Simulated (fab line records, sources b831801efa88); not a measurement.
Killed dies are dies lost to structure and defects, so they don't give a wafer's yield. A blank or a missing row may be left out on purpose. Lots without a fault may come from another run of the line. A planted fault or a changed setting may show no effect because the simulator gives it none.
Chamber matching | flow gf180mcu | GF_V2_CMP_26 on cmp-02: 4 sister chambers
The step polishes, stops on SiO2, t overpolish 15 s, target thk 0 nm. 8 wafers are shown with their chamber, then 7 later ones without.

WAFERS WITH THEIR CHAMBER
wafer  | chamber | motor_current_A (A) | time_to_endpoint_s (s)
L621.3 | 0       | 11.7                | 85
L624.1 | 3       | 11.7                | 83
L624.6 | 1       | 11.3                | 84
L639.3 | 2       | 13.0                | 82
L639.4 | 1       | 11.2                | 83
L639.6 | 2       | 12.4                | 83
L640.2 | 3       | 11.3                | 81
L640.5 | 0       | 11.8                | 79

WAFERS WITHOUT THEIR CHAMBER
wafer  | motor_current_A (A) | time_to_endpoint_s (s)
L640.6 | 11.2                | 88
L641.1 | 12.5                | 81
L641.3 | 11.0                | 81
L641.5 | 12.6                | 81
L642.3 | 12.2                | 81
L642.4 | 13.2                | 86
L642.6 | 10.3                | 84

WHICH CHAMBER EACH WENT THROUGH
wafer  | from the rows above          | in truth
L640.6 | can't be placed: 1 or 3 or 0 | 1
L641.1 | can't be placed: 2 or 0      | 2
L641.3 | can't be placed: 1 or 3 or 0 | 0
L641.5 | 2                            | 2
L642.3 | can't be placed: 0 or 2 or 3 | 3
L642.4 | 2                            | 2
L642.6 | can't be placed: 1 or 3 or 0 | 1
Placed correctly: 2 of 7. Can't be placed from these rows: 5 (the true chamber is among the candidates in 5). Placed wrongly: 0.
How it was worked out, from the rows above alone: a wafer's distance from a chamber is the root of the sum, over the readings, of the square of ((its reading less the chamber's mean) divided by the reading's scatter). The wafer belongs to the nearest chamber; if the next one is less than 2 further off, it can't be placed. A chamber's mean is the mean of its shown wafers. The scatter: the root of (the sum of the squares of (reading less its chamber's mean) over the shown wafers, divided by (wafers less chambers)).
